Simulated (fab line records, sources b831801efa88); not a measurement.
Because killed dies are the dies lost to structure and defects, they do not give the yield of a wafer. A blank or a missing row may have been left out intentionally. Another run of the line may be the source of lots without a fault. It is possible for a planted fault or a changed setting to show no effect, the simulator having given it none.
8D (eight disciplines) problem report, filled in by code || flow gf180mcu || the parts of the form that need people (team, actions taken, sign-off) are left out

## 1. THE PROBLEM
GF_SALICIDE_WET_ETCH_01, run_length_s: mean 201 s on 3 wafers (1 lot); fault-free wafers 131 s, standard deviation 3.7. Relative to the usual mean, that is a shift of +19 standard deviations.
The step: etches SiO2 in dHF, target depth 5 nm, time 100 s.
The first sign was on wafer L877.2 at day 20 13:52, on wet_bench-04. The record has a number at this step for 33 wafers belonging to 11 lots. The rule behind "out" and "out of limits": a value lying over 4 standard deviations away from the usual mean. All remaining wafers that have a number are taken as sound.

## 2. WHAT IT IS, AND WHAT IT ISN'T
{"question": "which readings at this step", "is": "run_length_s", "is not": "-"}
{"question": "which lots", "is": "L877", "is not": "L862, L863, L864, L865, L866, L867, L868, L878, L879, L885"}
{"question": "which wafers of those lots", "is": "all that have a number", "is not": "-"}
{"question": "read on which tools", "is": "wet_bench-04", "is not": "wet_bench-02, wet_bench-03"}
{"question": "when", "is": "from day 20 13:52", "is not": "up to then (21 sound wafers); but 9 sound wafers of L878, L879, L885 came after"}

## 3. WHAT RULES OUT EACH SUSPECT
Counting: a tool at a process step up to the reading stays a suspect if it ran every lot that is out and no sound lot after the first of them.
- wet_bench-04 at GF_SALICIDE_WET_ETCH_01 (etches SiO2 in dHF, target depth 5 nm, time 100 s): ruled out as a lasting fault. The sound lots L879 went through it after L877, its earliest lot that is out (day 20 13:52).
Left after counting: nothing in the record.

## 4. THE CAUSE (what the simulator had put in)
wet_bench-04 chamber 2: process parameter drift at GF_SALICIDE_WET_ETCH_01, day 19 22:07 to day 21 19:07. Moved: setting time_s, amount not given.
Counting ruled it out, wrongly.

## 5. SEQUENCE OF EFFECTS, ordered by route
One row per reading whose mean, taken over the struck wafers that have a number, lies over 3 standard deviations from the usual. Only readings for which the record gives a usual standard deviation are gone through. hours: the time from each lot's start at the first step in this table that gives one to its start at this step, as a median over the lots. sigmas: the change in usual standard deviations.
{"hours": 0, "step": "GF_SALICIDE_WET_ETCH_01", "reading": "run_length_s", "usual": "131 s", "on struck wafers": 201, "change": "+70", "sigmas": "+19"}
Its process steps:
- GF_SALICIDE_WET_ETCH_01: etches SiO2 in dHF, target depth 5 nm, time 100 s.
Later measuring or inspecting steps at which every struck wafer that the step has a row for has a number for every such reading, and none has moved that far: GF_CONTACT_BOW_MEAS_05, GF_M1_CD_MEAS_14.

## 6. HOW IT WOULD HAVE BEEN CAUGHT EARLIER
First out-of-limits reading in this record: day 20 13:52, which is 16 hours after fault onset at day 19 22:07.
